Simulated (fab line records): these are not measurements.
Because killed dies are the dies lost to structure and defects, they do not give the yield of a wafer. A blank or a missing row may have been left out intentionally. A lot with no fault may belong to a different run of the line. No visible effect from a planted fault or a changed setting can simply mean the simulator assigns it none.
Matching of chambers -- flow sky130 -- SKY_LI_CONTACT_ETCH_15 on rie_diel-01 has 4 sister chambers
The step etches PSG in C4F8/O2/Ar, stops on Si, target depth 600 nm. 4 wafers are shown with their chamber, then 9 later ones without.

WAFERS PAIRED WITH THEIR CHAMBERS
wafer,chamber,oes_product_au (a.u.)
L085.1,1,0.840
L090.1,2,0.844
L090.2,3,0.835
L090.5,0,0.831

WAFERS WHOSE CHAMBER IS MISSING
wafer,oes_product_au (a.u.)
L092.1,0.839
L092.3,0.836
L092.6,0.835
L095.4,0.833
L095.5,0.844
L095.6,0.834
L097.3,0.840
L097.5,0.841
L097.6,0.831

WHICH CHAMBER EACH WENT THROUGH
wafer,from the rows above,in truth
L092.1,1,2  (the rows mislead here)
L092.3,3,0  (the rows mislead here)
L092.6,3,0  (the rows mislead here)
L095.4,can't be placed: 0 or 3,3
L095.5,2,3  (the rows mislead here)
L095.6,3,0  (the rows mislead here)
L097.3,1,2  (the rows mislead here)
L097.5,1,1
L097.6,0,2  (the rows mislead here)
Correctly placed: 1 of 9. These rows do not allow placing 1 (true chamber among the candidates in 1). Placed wrongly: 7.
How it was worked out, from the rows above alone: a wafer's distance from a chamber is the root of the sum, over the readings, of the square of ((its reading less the chamber's mean) divided by the reading's scatter). If the next closest chamber is less than 2 further off than the closest, the wafer can't be placed; otherwise it belongs to the closest. For every chamber, the mean is computed from those of its wafers that are shown. The scatter: root of mean squared gap, hidden wafer to nearest shown wafer, with one shown wafer a chamber.
